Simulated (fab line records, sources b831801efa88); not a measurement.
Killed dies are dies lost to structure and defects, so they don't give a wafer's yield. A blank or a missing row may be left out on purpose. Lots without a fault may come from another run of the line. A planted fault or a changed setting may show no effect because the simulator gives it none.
fab line records | flow sky130
record lots=24 wafers=72 last_day=50
route steps=708 shown NWELL@63 METAL2@498 VIA3@596 METAL4@629 VIA4@641 PAD_OPEN@707
lots that met no fault: from a run of the same line without faults
start_h: hours from the record's first day to the start of the lot's first wafer shown | wait_h: hours since the lot's step before | " the same as in the row above | L1.1+2: a row that stands for several wafers | - no value, or no start given | * or withheld: withheld | < > ~ a bound
route shown NAME@n: a module of which the file shows steps, and the number in the route of the first | usual: mean/standard deviation of fault-free wafers | same: alike in all rows | chamber/n: place in a boat | sites: the reading at each site | _std_site: their standard deviation | _edge_site: outer sites' mean less inner sites' | radius_mm: how far each site lies from the wafer's centre | mask NAME#n: copy n | behind: the tool/chamber that last shaped the wafer | hold: why the lot was held/for how many hours/how that ended | device: the transistor (n, p or np) that didn't switch | end of line: the same wafers' tests at the end of the route | a step without rows: its recipe alone | killed: dies lost to structure and defects at the first sort, not the wafer's yield | map: a wafer's dies, x killed, . not, _ none there
set.NAME: the setting as run; set.NAME@STEP: as run at that earlier step | model.NAME: the simulator's own value behind a step, which no gauge read
steps of the route over a sample of lots; a table a step, a row a wafer
services: from which hour (start_h, from the record's first day; less than 0 if before it) a tool's chamber was out of use, for how many hours, and why
## steps
# step SKY_NWELL_OVL_MEAS_10
# usual NWELL_00_OVL=0.4/1.4
# columns lot.wafer tool chamber start_h wait_h NWELL_00_OVL[nm]
L074.1 overlay-01 - 57.81 - 1.0
L074.4 " - " " -0.8
L074.6 " - " " -0.3
L075.2 overlay-01 - 84.62 - 2.6
L075.3 " - " " 2.7
L075.4 " - " " 1.6
L076.2 overlay-01 - 85.81 - 1.9
L076.3 " - " " 0.8
L076.6 " - " " 0.5
L077.1 overlay-01 - 97.85 - 1.5
L077.4 " - " " 1.7
L077.5 " - " " 0.2
L078.2 overlay-02 - 98.86 - -1.0
L078.3 " - " " -1.7
L078.6 " - " " 0.8
L079.1 overlay-02 - 115.71 - 1.3
L079.5 " - " " 1.6
L079.6 " - " " -1.1
L080.1 overlay-02 - 122.71 - 1.4
L080.3 " - " " 0.5
L080.4 " - " " -0.4
L081.2 overlay-02 - 128.46 - -2.6
L081.5 " - " " -1.5
L081.6 " - " " -2.4
L082.2 overlay-02 - 134.41 - -0.4
L082.5 " - " " -0.8
L082.6 " - " " -0.9
L083.1 overlay-01 - 142.51 - 1.5
L083.5 " - " " 0.6
L083.6 " - " " 1.2
L084.1 overlay-01 - 148.31 - -1.8
L084.3 " - " " 0.3
L084.5 " - " " -1.8
L085.1 overlay-02 - 151.81 - 0.7
L085.4 " - " " -0.4
L085.6 " - " " 2.7
L086.1 overlay-02 - 157.91 - 0.8
L086.3 " - " " 1.7
L086.5 " - " " 1.7
L087.2 overlay-01 - 162.52 - 1.3
L087.3 " - " " 1.9
L087.6 " - " " -0.9
L088.1 overlay-01 - 166.70 - 1.0
L088.3 " - " " -0.3
L088.5 " - " " 0.2
L089.3 overlay-02 - 175.58 - 0.7
L089.4 " - " " -0.4
L089.6 " - " " -0.8
L090.1 overlay-02 - 180.56 - 0.7
L090.3 " - " " 1.3
L090.6 " - " " 2.2
L091.2 overlay-02 - 192.51 - -0.9
L091.3 " - " " -1.7
L091.4 " - " " -0.1
L092.2 overlay-02 - 197.26 - 0.1
L092.3 " - " " -1.1
L092.5 " - " " -0.3
L093.1 overlay-02 - 202.01 - -1.2
L093.3 " - " " -1.2
L093.6 " - " " -0.7
L094.1 overlay-02 - 213.90 - 1.8
L094.4 " - " " 2.8
L094.6 " - " " 0.9
L096.1 overlay-02 - 226.16 - 1.9
L096.5 " - " " 1.5
L096.6 " - " " 1.7
L095.2 overlay-01 - 227.11 - 1.3
L095.3 " - " " 2.2
L095.6 " - " " 1.7
L097.1 overlay-01 - 236.86 - -0.4
L097.4 " - " " -1.0
L097.6 " - " " 0.5
# step SKY_METAL2_CD_MEAS_15
# recipe target_cd_nm=140
# usual cd_nm=140.0/1.5
# columns lot.wafer tool chamber start_h wait_h cd_nm
L074.1 cd_sem-02 - 791.75 - 138.8
L074.4 " - " " 139.3
L074.6 " - " " 137.7
L075.2 cd_sem-01 - 818.27 - 139.8
L075.3 " - " " 138.6
L075.4 " - " " 140.0
L076.2 cd_sem-01 - 836.02 - 138.6
L076.3 " - " " 140.2
L076.6 " - " " 139.4
L077.1 cd_sem-01 - 856.46 - 138.0
L077.4 " - " " 138.1
L077.5 " - " " 138.0
L078.2 cd_sem-02 - 858.37 - 138.7
L078.3 " - " " 139.2
L078.6 " - " " 139.7
L079.1 cd_sem-02 - 863.57 - 140.5
L079.5 " - " " 141.1
L079.6 " - " " 140.3
L080.1 cd_sem-01 - 870.36 - 139.4
L080.3 " - " " 138.2
L080.4 " - " " 137.8
L081.2 cd_sem-02 - 885.08 - 138.7
L081.5 " - " " 138.8
L081.6 " - " " 139.1
L082.2 cd_sem-01 - 896.53 - 138.8
L082.5 " - " " 138.6
L082.6 " - " " 138.6
L083.1 cd_sem-01 - 900.60 - 142.7
L083.5 " - " " 141.5
L083.6 " - " " 140.6
L084.1 cd_sem-02 - 910.42 - 141.2
L084.3 " - " " 139.8
L084.5 " - " " 141.5
L085.1 cd_sem-02 - 914.07 - 142.1
L085.4 " - " " 141.9
L085.6 " - " " 141.2
L090.1 cd_sem-01 - 954.97 - 141.5
L090.3 " - " " 140.7
L090.6 " - " " 141.5
L087.2 cd_sem-02 - 955.28 - 142.8
L087.3 " - " " 141.3
L087.6 " - " " 141.6
L089.3 cd_sem-01 - 957.81 - 140.1
L089.4 " - " " 142.3
L089.6 " - " " 141.6
L086.1 cd_sem-01 - 959.70 - 138.4
L086.3 " - " " 137.5
L086.5 " - " " 138.0
L088.1 cd_sem-01 - 960.05 - 140.8
L088.3 " - " " 139.7
L088.5 " - " " 139.5
L091.2 cd_sem-02 - 961.79 - 139.1
L091.3 " - " " 138.7
L091.4 " - " " 139.4
L092.2 cd_sem-01 - 963.74 - 139.9
L092.3 " - " " 140.2
L092.5 " - " " 139.8
L093.1 cd_sem-02 - 964.07 - 137.5
L093.3 " - " " 138.4
L093.6 " - " " 138.2
L094.1 cd_sem-02 - 978.92 - 142.9
L094.4 " - " " 143.4
L094.6 " - " " 142.4
L095.2 cd_sem-01 - 997.22 - 140.0
L095.3 " - " " 140.0
L095.6 " - " " 140.5
L096.1 cd_sem-02 - 999.21 - 140.3
L096.5 " - " " 138.9
L096.6 " - " " 139.3
L097.1 cd_sem-01 - 1003.31 - 141.7
L097.4 " - " " 141.9
L097.6 " - " " 140.8
# step SKY_VIA3_THK_MEAS_23
# recipe thk_meas_gauge=xrf reads=W_of_VIA3_CVD_21
# usual VIA3_W_THK=392/5.4
# columns lot.wafer tool chamber start_h wait_h VIA3_W_THK[nm]
L074.1 film_metro-04 - 897.32 0.1 388
L074.4 " - " " 394
L074.6 " - " " 393
L075.2 film_metro-02 - 925.45 0.1 384
L075.3 " - " " 386
L075.4 " - " " 384
L076.2 film_metro-04 - 945.79 0.1 396
L076.3 " - " " 396
L076.6 " - " " 403
L077.1 film_metro-03 - 964.56 0.1 384
L077.4 " - " " 386
L077.5 " - " " 388
L078.2 film_metro-02 - 966.39 0.1 384
L078.3 " - " " 385
L078.6 " - " " 386
L079.1 film_metro-03 - 970.98 0.1 384
L079.5 " - " " 388
L079.6 " - " " 388
L080.1 film_metro-02 - 975.78 0.1 387
L080.3 " - " " 380
L080.4 " - " " 383
L081.2 film_metro-04 - 991.59 0.1 390
L081.5 " - " " 398
L081.6 " - " " 402
L082.2 film_metro-03 - 1002.63 0.1 399
L082.5 " - " " 396
L082.6 " - " " 393
L083.1 film_metro-04 - 1007.09 0.1 390
L083.5 " - " " 388
L083.6 " - " " 391
L084.1 film_metro-04 - 1013.53 0.1 397
L084.3 " - " " 394
L084.5 " - " " 399
L085.1 film_metro-04 - 1017.41 0.1 398
L085.4 " - " " 395
L085.6 " - " " 398
L087.2 film_metro-02 - 1055.57 0.1 388
L087.3 " - " " 379
L087.6 " - " " 384
L090.1 film_metro-04 - 1056.26 0.1 401
L090.3 " - " " 399
L090.6 " - " " 396
L089.3 film_metro-04 - 1057.70 0.1 397
L089.4 " - " " 399
L089.6 " - " " 396
L086.1 film_metro-02 - 1059.38 0.1 385
L086.3 " - " " 390
L086.5 " - " " 388
L088.1 film_metro-03 - 1060.16 0.1 394
L088.3 " - " " 393
L088.5 " - " " 396
L091.2 film_metro-04 - 1062.12 0.1 397
L091.3 " - " " 393
L091.4 " - " " 397
L092.2 film_metro-02 - 1062.85 0.1 396
L092.3 " - " " 393
L092.5 " - " " 394
L093.1 film_metro-02 - 1063.48 0.1 392
L093.3 " - " " 389
L093.6 " - " " 393
L094.1 film_metro-04 - 1076.13 0.1 396
L094.4 " - " " 395
L094.6 " - " " 393
L095.2 film_metro-02 - 1091.50 0.1 393
L095.3 " - " " 399
L095.6 " - " " 396
L096.1 film_metro-02 - 1093.87 0.1 387
L096.5 " - " " 387
L096.6 " - " " 391
L097.1 film_metro-02 - 1097.98 0.1 392
L097.4 " - " " 390
L097.6 " - " " 390
# step SKY_METAL4_CD_MEAS_13
# recipe target_cd_nm=300
# usual cd_nm=300.1/1.5
# columns lot.wafer tool chamber start_h wait_h cd_nm
L074.1 cd_sem-01 - 949.46 - 300.4
L074.4 " - " " 300.0
L074.6 " - " " 300.3
L075.2 cd_sem-02 - 975.33 - 299.7
L075.3 " - " " 299.8
L075.4 " - " " 300.1
L076.2 cd_sem-01 - 995.49 - 298.0
L076.3 " - " " 299.5
L076.6 " - " " 296.6
L077.1 cd_sem-01 - 1012.96 - 297.6
L077.4 " - " " 298.2
L077.5 " - " " 297.3
L078.2 cd_sem-02 - 1013.93 - 298.8
L078.3 " - " " 298.9
L078.6 " - " " 298.9
L079.1 cd_sem-01 - 1019.61 - 300.6
L079.5 " - " " 299.7
L079.6 " - " " 302.8
L080.1 cd_sem-01 - 1024.26 - 301.8
L080.3 " - " " 300.6
L080.4 " - " " 300.8
L081.2 cd_sem-01 - 1039.83 - 299.4
L081.5 " - " " 300.0
L081.6 " - " " 301.4
L082.2 cd_sem-02 - 1050.23 - 301.5
L082.5 " - " " 302.3
L082.6 " - " " 301.2
L083.1 cd_sem-02 - 1052.97 - 300.2
L083.5 " - " " 300.4
L083.6 " - " " 300.7
L084.1 cd_sem-01 - 1060.66 - 301.2
L084.3 " - " " 301.9
L084.5 " - " " 299.0
L085.1 cd_sem-02 - 1064.02 - 299.5
L085.4 " - " " 300.0
L085.6 " - " " 299.2
L087.2 cd_sem-01 - 1098.84 - 301.9
L087.3 " - " " 299.4
L087.6 " - " " 300.2
L090.1 cd_sem-02 - 1099.71 - 297.8
L090.3 " - " " 297.9
L090.6 " - " " 298.7
L089.3 cd_sem-01 - 1100.51 - 302.0
L089.4 " - " " 301.4
L089.6 " - " " 301.9
L086.1 cd_sem-01 - 1102.37 - 301.9
L086.3 " - " " 300.9
L086.5 " - " " 297.9
L088.1 cd_sem-02 - 1102.72 - 301.4
L088.3 " - " " 301.0
L088.5 " - " " 299.7
L091.2 cd_sem-01 - 1103.84 - 300.0
L091.3 " - " " 299.8
L091.4 " - " " 300.7
L092.2 cd_sem-02 - 1104.19 - 298.7
L092.3 " - " " 297.8
L092.5 " - " " 298.2
L093.1 cd_sem-01 - 1105.12 - 302.7
L093.3 " - " " 302.9
L093.6 " - " " 303.5
L094.1 cd_sem-01 - 1117.42 - 300.1
L094.4 " - " " 298.7
L094.6 " - " " 300.3
L095.2 cd_sem-01 - 1131.13 - 299.4
L095.3 " - " " 300.4
L095.6 " - " " 298.5
L096.1 cd_sem-01 - 1133.56 - 299.6
L096.5 " - " " 299.0
L096.6 " - " " 299.8
L097.1 cd_sem-02 - 1137.62 - 302.7
L097.4 " - " " 302.7
L097.6 " - " " 302.3
# step SKY_VIA4_CMP_02
# recipe material=SiO2 down_force_psi=4 platen_rpm=60 pad_velocity_m_s=0.94248
# usual edge_zone_pressure_frac=1.000/0.0049 motor_current_A=11.9/1.1
# columns lot.wafer tool chamber start_h wait_h edge_zone_pressure_frac motor_current_A
L074.1 cmp-01 0 950.77 0.1 0.994 9.8
L074.4 " 3 " " 1.003 11.5
L074.6 " 0 " " 0.998 10.5
L075.4 cmp-01 0 976.67 0.1 1.004 10.0
L075.3 " 1 " " 1.001 11.9
L075.2 " 2 " " 0.991 12.3
L076.2 cmp-01 0 996.88 0.1 1.000 9.8
L076.3 " 1 " " 1.000 12.4
L076.6 " 2 " " 1.001 12.4
L077.4 cmp-01 2 1014.45 0.1 0.999 12.6
L077.1 " 3 " " 1.004 12.6
L077.5 " 2 " " 0.998 12.7
L078.3 cmp-02 0 1015.34 0.1 1.003 12.8
L078.2 " 1 " " 1.001 10.6
L078.6 " 3 " " 0.999 12.4
L079.1 cmp-02 1 1020.93 0.1 1.000 10.9
L079.5 " 1 " " 0.998 10.4
L079.6 " 2 " " 0.998 13.2
L080.1 cmp-01 2 1025.61 0.1 1.000 12.8
L080.3 " 3 " " 1.005 12.0
L080.4 " 0 " " 0.994 10.4
L081.2 cmp-01 1 1041.40 0.2 0.991 11.6
L081.5 " 2 " " 0.999 12.6
L081.6 " 3 " " 0.999 12.4
L082.2 cmp-01 1 1051.82 0.1 1.002 12.1
L082.6 " 3 " " 0.996 12.6
L082.5 " 0 " " 0.998 10.0
L083.1 cmp-02 0 1054.59 0.1 1.010 11.9
L083.6 " 2 " " 0.996 13.8
L083.5 " 3 " " 0.998 12.4
L084.3 cmp-02 0 1062.15 0.1 0.998 11.8
L084.1 " 2 " " 0.994 13.0
L084.5 " 0 " " 0.999 12.4
L085.4 cmp-01 1 1065.56 0.1 0.999 12.4
L085.1 " 3 " " 1.005 12.2
L085.6 " 0 " " 1.001 10.7
L087.2 cmp-01 0 1100.13 0.0 0.999 10.2
L087.3 " 1 " " 0.997 11.7
L087.6 " 1 " " 1.007 12.4
L090.3 cmp-01 1 1101.03 0.0 1.003 12.0
L090.1 " 2 " " 1.005 12.2
L090.6 " 2 " " 1.004 12.6
L089.3 cmp-01 0 1101.93 0.2 0.996 9.7
L089.4 " 1 " " 0.998 12.6
L089.6 " 1 " " 0.994 12.2
L086.3 cmp-01 0 1103.82 0.1 1.006 10.6
L086.1 " 1 " " 0.997 11.5
L086.5 " 3 " " 1.000 12.0
L088.1 cmp-01 2 1104.77 0.3 0.996 11.4
L088.3 " 0 " " 0.987 10.5
L088.5 " 3 " " 1.001 12.0
L091.4 cmp-01 2 1105.14 0.0 1.003 12.0
L091.3 " 0 " " 0.999 10.8
L091.2 " 1 " " 0.998 12.5
L092.2 cmp-01 0 1105.54 0.1 0.998 10.5
L092.3 " 1 " " 1.011 11.8
L092.5 " 0 " " 0.996 9.9
L093.3 cmp-01 0 1106.64 0.1 0.993 10.0
L093.1 " 1 " " 0.995 11.5
L093.6 " 3 " " 1.000 11.7
L094.4 cmp-02 0 1118.74 0.0 0.999 12.3
L094.1 " 3 " " 0.993 12.9
L094.6 " 0 " " 0.999 12.0
L095.2 cmp-01 3 1132.85 0.5 1.003 12.8
L095.3 " 2 " " 1.001 12.1
L095.6 " 0 " " 0.989 9.7
L096.1 cmp-01 3 1134.89 0.1 1.009 12.0
L096.6 " 3 " " 1.004 12.1
L096.5 " 0 " " 1.008 10.2
L097.4 cmp-02 1 1138.97 0.0 1.008 10.8
L097.1 " 0 " " 0.977 11.6
L097.6 " 1 " " 1.003 10.9
# step SKY_PAD_OPEN_BOW_MEAS_13
# recipe mode=bow
# usual PAD_OPEN_BOW=46/8.7
# columns lot.wafer tool chamber start_h wait_h PAD_OPEN_BOW[um]
L074.1 film_metro-04 - 1050.61 - 49
L074.4 " - " " 48
L074.6 " - " " 61
L075.2 film_metro-04 - 1071.67 - 48
L075.3 " - " " 47
L075.4 " - " " 49
L076.2 film_metro-01 - 1090.51 - 46
L076.3 " - " " 40
L076.6 " - " " 54
L077.1 film_metro-04 - 1105.92 - 31
L077.4 " - " " 41
L077.5 " - " " 38
L078.2 film_metro-01 - 1107.60 - 46
L078.3 " - " " 54
L078.6 " - " " 42
L079.1 film_metro-01 - 1110.77 - 56
L079.5 " - " " 50
L079.6 " - " " 47
L080.1 film_metro-02 - 1113.81 - 38
L080.3 " - " " 32
L080.4 " - " " 44
L081.2 film_metro-01 - 1128.73 - 36
L081.5 " - " " 50
L081.6 " - " " 29
L082.2 film_metro-01 - 1136.74 - 29
L082.5 " - " " 50
L082.6 " - " " 60
L083.1 film_metro-02 - 1139.67 - 56
L083.5 " - " " 61
L083.6 " - " " 44
L084.1 film_metro-02 - 1146.27 - 38
L084.3 " - " " 35
L084.5 " - " " 36
L085.1 film_metro-04 - 1148.68 - 51
L085.4 " - " " 56
L085.6 " - " " 28
L087.2 film_metro-04 - 1178.38 - 55
L087.3 " - " " 48
L087.6 " - " " 53
L090.1 film_metro-02 - 1180.31 - 52
L090.3 " - " " 50
L090.6 " - " " 47
L089.3 film_metro-04 - 1181.50 - 38
L089.4 " - " " 39
L089.6 " - " " 33
L086.1 film_metro-02 - 1182.49 - 54
L086.3 " - " " 45
L086.5 " - " " 53
L088.1 film_metro-02 - 1183.14 - 38
L088.3 " - " " 57
L088.5 " - " " 44
L091.2 film_metro-04 - 1184.71 - 48
L091.3 " - " " 33
L091.4 " - " " 50
L092.2 film_metro-02 - 1185.71 - 51
L092.3 " - " " 41
L092.5 " - " " 51
L093.1 film_metro-02 - 1186.56 - 44
L093.3 " - " " 45
L093.6 " - " " 44
L094.1 film_metro-01 - 1194.57 - 44
L094.4 " - " " 42
L094.6 " - " " 55
L095.2 film_metro-01 - 1207.62 - 59
L095.3 " - " " 56
L095.6 " - " " 64
L096.1 film_metro-04 - 1208.71 - 46
L096.5 " - " " 43
L096.6 " - " " 48
L097.1 film_metro-01 - 1211.01 - 45
L097.4 " - " " 61
L097.6 " - " " 52
## services
# columns tool chamber start_h hours kind
cmp-01 - 957.95 0.8 repair
cmp-02 - 999.03 0.2 repair
cmp-01 - 1007.05 5.3 pm
cmp-02 - 1017.22 0.7 repair
cmp-01 - 1084.31 4.0 pm
cmp-01 - 1088.31 - consumable_replace:conditioner
cmp-01 - 1088.31 - consumable_replace:pad
cmp-01 - 1096.70 1.3 repair
cmp-02 - 1100.03 2.9 repair
cmp-02 - 1104.40 0.9 repair
cmp-01 - 1129.23 1.1 repair
cmp-02 - 1132.26 4.4 pm
## key
fault none
